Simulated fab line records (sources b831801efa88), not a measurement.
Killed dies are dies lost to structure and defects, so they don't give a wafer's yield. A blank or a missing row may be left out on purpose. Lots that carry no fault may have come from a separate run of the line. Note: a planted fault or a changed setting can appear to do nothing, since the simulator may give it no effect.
Which tool is to blame? | flow sky130 | 30 wafers from 10 lots sampled at 6 of the route's 708 steps

WHAT THE GAUGES SHOWED, per wafer
SKY_CAPM_RS_MEAS_03: measures by four-point-probe.
lot  | measured     | on            | CAPM_TIN_RS (ohm/sq)
L461 | day 36 02:28 | film metro-04 | 6.89 6.93 6.89
L462 | day 36 19:55 | film metro-04 | 6.99 6.90 6.83
L468 | day 39 06:02 | film metro-04 | 7.43 7.39 7.32
L469 | day 39 10:08 | film metro-04 | 7.39 7.32 7.44
L472 | day 40 19:43 | film metro-04 | 6.93 6.89 6.86
L477 | day 41 11:23 | film metro-02 | 6.92 6.99 6.97
L478 | day 42 04:29 | film metro-03 | 6.88 6.86 6.91
L481 | day 42 13:26 | film metro-02 | 6.91 6.90 6.91
L482 | day 42 17:04 | film metro-03 | 6.93 6.91 6.95
L483 | day 43 01:13 | film metro-02 | 7.09 6.96 7.03

SKY_CAPM_THK_MEAS_04: measures by xrf.
lot  | measured     | on            | CAPM_TIN_THK (nm)
L461 | day 36 02:35 | film metro-04 | 198.0 197.1 197.8
L462 | day 36 20:02 | film metro-04 | 195.2 197.2 199.8
L468 | day 39 06:09 | film metro-04 | 185.1 186.2 187.2
L469 | day 39 10:15 | film metro-04 | 186.5 187.7 185.0
L472 | day 40 19:50 | film metro-04 | 196.8 198.2 199.1
L477 | day 41 11:30 | film metro-02 | 197.9 194.9 196.4
L478 | day 42 04:36 | film metro-03 | 196.0 197.0 195.7
L481 | day 42 13:34 | film metro-02 | 198.2 197.9 198.3
L482 | day 42 17:11 | film metro-03 | 194.4 194.4 194.2
L483 | day 43 01:20 | film metro-02 | 193.0 195.8 194.9

WHICH TOOL RAN EACH LOT (tool, then ch and the chambers of the sampled wafers, then the start)
lot  | SKY_VIA2_STRIP_16                    | SKY_METAL3_SPUTTER_04        | SKY_CAPM_CVD_00                 | SKY_CAPM_SPUTTER_02
L461 | plasma asher-04 ch 0,1, day 36 00:49 | pvd sputter-01, day 36 02:14 | pecvd-03 ch 0,1,2, day 36 02:17 | pvd sputter-03, day 36 02:22
L462 | plasma asher-01 ch 0,1, day 36 18:16 | pvd sputter-01, day 36 19:40 | pecvd-03 ch 0,1,2, day 36 19:43 | pvd sputter-02, day 36 19:47
L468 | plasma asher-04 ch 0,1, day 39 04:25 | pvd sputter-01, day 39 05:47 | pecvd-03 ch 0,1,2, day 39 05:50 | pvd sputter-04, day 39 05:55
L469 | plasma asher-01 ch 0,1, day 39 08:28 | pvd sputter-01, day 39 09:53 | pecvd-04 ch 0,1, day 39 09:56   | pvd sputter-04, day 39 10:01
L472 | plasma asher-03 ch 0,1, day 40 17:59 | pvd sputter-01, day 40 19:29 | pecvd-01 ch 1,2, day 40 19:32   | pvd sputter-02, day 40 19:37
L477 | plasma asher-04 ch 0,1, day 41 09:46 | pvd sputter-04, day 41 11:08 | pecvd-01 ch 1,2, day 41 11:11   | pvd sputter-02, day 41 11:16
L478 | plasma asher-03 ch 0,1, day 42 02:52 | pvd sputter-01, day 42 04:14 | pecvd-01 ch 0,2, day 42 04:17   | pvd sputter-03, day 42 04:22
L481 | plasma asher-01 ch 0,1, day 42 11:50 | pvd sputter-03, day 42 13:12 | pecvd-04 ch 0,1,2, day 42 13:15 | pvd sputter-02, day 42 13:20
L482 | plasma asher-04 ch 0,1, day 42 15:26 | pvd sputter-04, day 42 16:49 | pecvd-01 ch 0,1,2, day 42 16:52 | pvd sputter-02, day 42 16:57
L483 | plasma asher-04 ch 0,1, day 42 23:34 | pvd sputter-04, day 43 00:58 | pecvd-03 ch 1,2, day 43 01:01   | pvd sputter-03, day 43 01:06
- SKY_VIA2_STRIP_16: strips in O2/N2.
- SKY_METAL3_SPUTTER_04: material TiN, target thk 70 nm, time 58.3 s.
- SKY_CAPM_CVD_00: deposits SiO2, target thk 15.5 nm.
- SKY_CAPM_SPUTTER_02: material TiN, target thk 200 nm, time 166.7 s.

WHAT THE TOOLS THEMSELVES READ (means of the sampled wafers that have a number; where no wafer has one, the mark that the record gives instead)
SKY_VIA2_STRIP_16.
lot  | tool            | drypump motor current A (A) | oes product au (a.u.) | strip time to endpoint s (s)
L461 | plasma asher-04 | 6.19                        | 0.397                 | 4.011
L462 | plasma asher-01 | 6.12                        | 0.396                 | 4.077
L468 | plasma asher-04 | 6.09                        | 0.401                 | 4.029
L469 | plasma asher-01 | 6.13                        | 0.398                 | 4.073
L472 | plasma asher-03 | 6.25                        | 0.397                 | 4.057
L477 | plasma asher-04 | 6.19                        | 0.402                 | 4.006
L478 | plasma asher-03 | 6.24                        | 0.398                 | 4.059
L481 | plasma asher-01 | 6.14                        | 0.402                 | 4.040
L482 | plasma asher-04 | 6.18                        | 0.402                 | 4.054
L483 | plasma asher-04 | 6.18                        | 0.398                 | 4.022

SKY_METAL3_SPUTTER_04.
lot  | tool           | throttle valve pct (%)
L461 | pvd sputter-01 | 29.6
L462 | pvd sputter-01 | 29.9
L468 | pvd sputter-01 | 30.1
L469 | pvd sputter-01 | 29.8
L472 | pvd sputter-01 | 30.3
L477 | pvd sputter-04 | 29.0
L478 | pvd sputter-01 | 30.3
L481 | pvd sputter-03 | 28.8
L482 | pvd sputter-04 | 29.2
L483 | pvd sputter-04 | 29.4

SKY_CAPM_CVD_00.
lot  | tool     | heater power w (W)
L461 | pecvd-03 | 698
L462 | pecvd-03 | 715
L468 | pecvd-03 | 768
L469 | pecvd-04 | 808
L472 | pecvd-01 | 862
L477 | pecvd-01 | 754
L478 | pecvd-01 | 612
L481 | pecvd-04 | 734
L482 | pecvd-01 | 750
L483 | pecvd-03 | 700

SKY_CAPM_SPUTTER_02.
lot  | tool           | throttle valve pct (%)
L461 | pvd sputter-03 | 28.2
L462 | pvd sputter-02 | 30.2
L468 | pvd sputter-04 | 29.4
L469 | pvd sputter-04 | 28.9
L472 | pvd sputter-02 | 29.8
L477 | pvd sputter-02 | 30.2
L478 | pvd sputter-03 | 28.8
L481 | pvd sputter-02 | 30.6
L482 | pvd sputter-02 | 30.5
L483 | pvd sputter-03 | 29.6

THE ANSWER, worked out from the rows above alone
Rule: the lots themselves supply what counts as usual. The widest of any qualifying gaps counts: lots, ordered by their means at a reading, are off when they make up no more than a third of the lots, leave a main group of 4 or more, and stand apart from it by 3 or more times the standard deviation of that group's means. Not used: any main group whose means are identical at the precision the tables above print for the reading. Also off: a lot with no number at a reading for which 4 or more lots have one. Any other lot the step has rows for is counted as sound. First the gauges in route order, then the tools' own readings, where a lot's mean is used as printed above. The first step at which some lot is off is used, and at that step the reading that is off furthest; a lot without a number counts as furthest.
Off: L468, L469, seen at SKY_CAPM_RS_MEAS_03 (CAPM_TIN_RS). The main group has a mean of 6.93 ohm/sq with a standard deviation of 0.044.
A tool fits if, at a process step before that reading, it ran every lot that is off, and no sound lot after the first of them. The gauges at SKY_CAPM_RS_MEAS_03 are tried like those tools. One candidate fits, namely pvd sputter-04 at SKY_CAPM_SPUTTER_02. It ran no sound lot before its first lot that is off in this sample, so the start can't be narrowed down.

WHAT THE SIMULATOR PUT IN
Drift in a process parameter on pvd sputter-04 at SKY_CAPM_SPUTTER_02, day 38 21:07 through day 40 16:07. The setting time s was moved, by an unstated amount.
Shown lots that were struck: L468, L469. Same finding as the rule above.
